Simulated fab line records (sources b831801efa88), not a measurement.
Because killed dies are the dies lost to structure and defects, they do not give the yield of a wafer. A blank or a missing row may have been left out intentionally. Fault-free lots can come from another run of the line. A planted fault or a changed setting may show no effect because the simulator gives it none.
The tool behind it: which one? ; flow sky130 ; 72 wafers from 24 lots sampled at 3 of the route's 708 steps

== WHAT THE GAUGES READ, wafer by wafer ==
SKY_LI_CONTACT_BOW_MEAS_03. Usual: LI_CONTACT_BOW gives 55 um (standard deviation 6.9).
lot;measured;on;LI_CONTACT_BOW (um);flag
L074;day 28 15:00;film_metro-03;40 62 55;
L075;day 28 19:35;film_metro-04;60 64 58;
L076;day 28 23:51;film_metro-04;55 51 48;
L077;day 29 04:28;film_metro-04;54 52 49;
L078;day 29 16:12;film_metro-01;57 41 57;
L079;day 29 20:52;film_metro-04;49 56 45;
L080;day 30 07:18;film_metro-04;41 57 47;
L081;day 30 18:42;film_metro-03;57 47 44;
L082;day 30 21:33;film_metro-04;55 48 72;
L083;day 31 20:11;film_metro-03;51 45 56;
L084;day 31 21:46;film_metro-04;50 57 47;
L085;day 32 04:49;film_metro-04;70 71 72;
L086;day 32 10:23;film_metro-03;54 60 57;
L087;day 32 18:19;film_metro-01;51 60 57;
L088;day 33 00:16;film_metro-01;57 51 56;
L089;day 33 04:15;film_metro-01;52 63 59;
L090;day 33 12:13;film_metro-04;57 73 50;
L091;day 34 00:48;film_metro-03;46 57 50;
L092;day 34 04:30;film_metro-01;58 41 53;
L093;day 34 15:49;film_metro-03;44 39 50;
L094;day 34 16:54;film_metro-03;65 58 55;
L095;day 34 21:30;film_metro-03;58 48 50;
L097;day 35 21:48;film_metro-03;46 51 53;
L096;day 36 00:46;film_metro-03;54 52 53;

SKY_METAL2_CD_MEAS_15: the cd target is 140 nm. Usual: cd_nm at 139.8 nm, with a standard deviation of 1.5.
lot;measured;on;cd_nm (nm);flag
L074;day 35 20:45;cd_sem-01;138.9 140.2 139.5;
L075;day 36 00:35;cd_sem-01;137.7 139.1 138.3;
L076;day 36 04:02;cd_sem-02;139.8 140.5 139.5;
L077;day 36 08:14;cd_sem-02;138.5 137.3 139.0;
L078;day 36 20:53;cd_sem-02;141.7 142.8 141.8;
L079;day 36 22:43;cd_sem-01;141.3 142.6 142.3;
L080;day 37 08:42;cd_sem-02;140.1 140.7 140.4;
L081;day 37 19:04;cd_sem-01;140.4 139.8 140.4;
L082;day 37 22:22;cd_sem-01;142.3 142.1 140.4;
L083;day 38 19:16;cd_sem-01;139.3 139.0 139.7;
L084;day 38 20:45;cd_sem-01;138.1 138.6 139.2;
L085;day 39 02:44;cd_sem-01;138.1 138.8 138.5;
L086;day 39 07:41;cd_sem-02;140.0 139.7 139.5;
L087;day 39 16:50;cd_sem-02;137.7 136.6 137.6;
L088;day 39 19:40;cd_sem-02;140.2 139.4 139.1;
L089;day 40 01:46;cd_sem-02;141.8 141.4 139.0;
L090;day 40 08:21;cd_sem-01;140.5 141.4 141.6;
L091;day 40 18:01;cd_sem-01;139.4 138.3 139.6;
L092;day 40 20:39;cd_sem-01;141.4 139.3 140.6;
L093;day 41 08:53;cd_sem-02;138.3 138.3 139.0;
L094;day 41 09:05;cd_sem-01;137.0 138.0 138.8;
L095;day 41 14:13;cd_sem-01;138.7 138.3 138.1;
L097;day 42 11:14;cd_sem-01;141.8 142.2 140.9;
L096;day 42 15:36;cd_sem-02;142.0 140.3 139.5;

== EACH LOT AND THE TOOL THAT RAN IT (in order: tool; ch and the chambers of the sampled wafers; start) ==
lot;SKY_LI_CONTACT_ETCH_14
L074;rie_diel-04 ch 0,2,3, day 29 19:53
L075;rie_diel-04 ch 1,2, day 29 23:20
L076;rie_diel-04 ch 1,2,3, day 30 04:08
L077;rie_diel-03 ch 0,3, day 30 08:59
L078;rie_diel-02 ch 1,2, day 30 20:14
L079;rie_diel-04 ch 0,2, day 30 23:59
L080;rie_diel-02 ch 0,2,3, day 31 11:08
L081;rie_diel-03 ch 0,2, day 31 22:29
L082;rie_diel-03 ch 0,1,2, day 32 01:26
L083;rie_diel-04 ch 0,1,3, day 33 00:02
L084;rie_diel-03 ch 0,2,3, day 33 01:47
L085;rie_diel-03 ch 0,2,3, day 33 09:11
L086;rie_diel-04 ch 0,1,3, day 33 14:38
L087;rie_diel-03 ch 0,2,3, day 33 21:11
L088;rie_diel-03 ch 0,1, day 34 03:05
L089;rie_diel-03 ch 0,3, day 34 07:53
L090;rie_diel-04 ch 0,3, day 34 14:59
L091;rie_diel-04 ch 0,2,3, day 35 03:11
L092;rie_diel-04 ch 0,2, day 35 07:20
L093;rie_diel-03 ch 0,1, day 35 18:29
L094;rie_diel-02 ch 0,3, day 35 19:26
L095;rie_diel-02 ch 0,1,3, day 36 00:20
L097;rie_diel-02 ch 1,3, day 36 23:44
L096;rie_diel-03 ch 0,1,2, day 37 03:02
- SKY_LI_CONTACT_ETCH_14: etches BARC in N2/H2, stops on SiO2, time 45.9 s, target depth 60 nm.

== WHAT THE TOOLS THEMSELVES READ (means of the sampled wafers that have a number; where no wafer has one, the mark that the record gives instead) ==
SKY_LI_CONTACT_ETCH_14. Usual: bias_w 99.99 W, standard deviation 0.29; drypump_motor_current_A 5.4 A, standard deviation 0.4; oes_product_au 0.854 a.u., standard deviation 0.0042; throttle_valve_pct 13.225 %, standard deviation 0.0089.
lot;tool;bias_w (W);drypump_motor_current_A (A);oes_product_au (a.u.);throttle_valve_pct (%);flag
L074;rie_diel-04;100.06;5.2;0.853;13.225;
L075;rie_diel-04;100.09;5.4;0.858;13.226;
L076;rie_diel-04;99.95;5.2;0.851;13.225;
L077;rie_diel-03;99.92;5.9;0.856;13.218;
L078;rie_diel-02;99.90;6.0;0.848;13.225;
L079;rie_diel-04;100.04;5.3;0.860;13.222;
L080;rie_diel-02;99.78;5.2;0.851;13.225;
L081;rie_diel-03;100.12;5.7;0.855;13.228;
L082;rie_diel-03;100.06;5.6;0.855;13.232;
L083;rie_diel-04;99.83;5.1;0.847;13.229;
L084;rie_diel-03;99.77;5.7;0.858;13.231;
L085;rie_diel-03;100.00;5.7;0.852;13.234;
L086;rie_diel-04;100.02;5.0;0.852;13.219;
L087;rie_diel-03;100.16;5.7;0.855;13.228;
L088;rie_diel-03;100.44;5.6;0.855;13.231;
L089;rie_diel-03;100.03;5.9;0.853;13.230;
L090;rie_diel-04;100.25;5.0;0.856;13.230;
L091;rie_diel-04;100.16;5.1;0.856;13.230;
L092;rie_diel-04;99.88;5.4;0.852;13.223;
L093;rie_diel-03;100.13;5.7;0.854;13.223;
L094;rie_diel-02;100.11;5.2;0.852;13.231;
L095;rie_diel-02;99.79;5.5;0.852;13.227;
L097;rie_diel-02;99.74;5.9;0.853;13.227;
L096;rie_diel-03;99.97;5.6;0.853;13.221;

== THE ANSWER, worked out from the rows above alone ==
Rule: take the mean of a lot's wafers that have a number; if it is more than 3 standard deviations from the usual mean, the lot is off. A lot without any number at a reading at which 4 lots or more have one is off too. Any other lot the step has rows for is counted as sound. First the gauges in route order, then the tools' own readings, where a lot's mean is used as printed above. At the first step where some lot is off, the reading lying furthest off is the one used; lots without a number count as furthest.
Nothing can be told from this: no lot is off at any reading shown.

== WHAT THE SIMULATOR HAD PUT IN ==
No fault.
